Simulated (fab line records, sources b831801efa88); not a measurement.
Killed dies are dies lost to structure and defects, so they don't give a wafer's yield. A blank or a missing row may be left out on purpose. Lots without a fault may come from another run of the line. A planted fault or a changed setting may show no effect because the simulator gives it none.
A struck lot beside a sound one | flow sky130 | 14 steps out of a route of 708
Sound: wafers L700.2, L700.3, L700.5. Struck: wafers L707.3, L707.4, L707.6. The cause comes at the end.
At each step with rows: each side's tool, then ch and its chambers, then its first start. Under that, the readings that differ: sound wafers | struck wafers | difference of the means | sigmas: that difference in standard deviations of wafers without a fault.
alike: readings whose means differ by less than 2 such deviations, and words and numbers that are the same on both sides. not compared: withheld readings, readings that some wafer has no value for, bounds like >300 that may hide the same value, and numbers for which the record gives no deviation and whose values overlap.
The two part at a step that has a row with sigmas, a row that says differs or no value, or rows on one side only. Numbers that don't overlap but have no deviation are shown without sigmas and don't part them. A reading that every wafer of one side lacks parts them only if that side has two wafers or more.

SKY_LI_CONTACT_RS_MEAS_22: measures by four-point-probe.
  sound on film_metro-02, day 31 19:17; struck on film_metro-02, day 34 02:03
  reading                  | sound             | struck            | difference | sigmas
  LI_CONTACT_W_RS (ohm/sq) | 0.283 0.284 0.282 | 0.292 0.293 0.290 | +0.009     | +3
SKY_LI_CONTACT_THK_MEAS_23: measures by xrf.
  sound on film_metro-02, day 31 19:23; struck on film_metro-02, day 34 02:09
  alike: LI_CONTACT_W_THK
SKY_LI_CONTACT_CMP_24: polishes, stops on PSG, t overpolish 20 s, target thk 0 nm.
  sound on cmp-01 ch 1,2,3, day 31 19:26; struck on cmp-01 ch 2,3, day 34 02:11
  alike: head_pressure_psi, motor_current_A, overpolish_run_s, slurry_filter_dp_kPa, time_to_endpoint_s
SKY_LOCAL_INTERCONNECT_SPUTTER_00: material TiN, target thk 100 nm, time 83.3 s.
  sound on pvd_sputter-03, day 31 19:44; struck on pvd_sputter-01, day 34 02:29
  alike: throttle_valve_pct
SKY_LOCAL_INTERCONNECT_RS_MEAS_01: measures by four-point-probe.
  sound on film_metro-02, day 31 19:49; struck on film_metro-01, day 34 02:35
  alike: LOCAL_INTERCONNECT_TIN_RS
SKY_LOCAL_INTERCONNECT_THK_MEAS_02: measures by xrf.
  sound on film_metro-02, day 31 19:56; struck on film_metro-01, day 34 02:41
  alike: LOCAL_INTERCONNECT_TIN_THK
then, 6 steps without rows for these wafers: SKY_LOCAL_INTERCONNECT_DEHYDRATE_03 (time 60 s); SKY_LOCAL_INTERCONNECT_HMDS_04 (prime time 60 s); SKY_LOCAL_INTERCONNECT_COAT_05 (resist thk 60 nm); SKY_LOCAL_INTERCONNECT_COAT_06 (resist thk 450 nm); SKY_LOCAL_INTERCONNECT_SOFTBAKE_07 (time 90 s); SKY_LOCAL_INTERCONNECT_EXPOSE_08 (exposes mask LI1M, target cd 170 nm).
SKY_LOCAL_INTERCONNECT_PEB_09:
  sound on litho_track-01 ch 0, day 32 22:00; struck on litho_track-03, day 35 04:00
  reading         | sound          | struck | difference                    | sigmas
  exhaust_pa (Pa) | 44.8 44.1 44.1 | - - -  | no value on the struck wafers |
  not compared: chill_plate_temp_C
then, 1 step without rows for these wafers: SKY_LOCAL_INTERCONNECT_DEVELOP_10 (develop time 60 s).

WHERE THEY PART
First at SKY_LI_CONTACT_RS_MEAS_22; last, within this record, at SKY_LOCAL_INTERCONNECT_PEB_09.

WHY: what the simulator had put in
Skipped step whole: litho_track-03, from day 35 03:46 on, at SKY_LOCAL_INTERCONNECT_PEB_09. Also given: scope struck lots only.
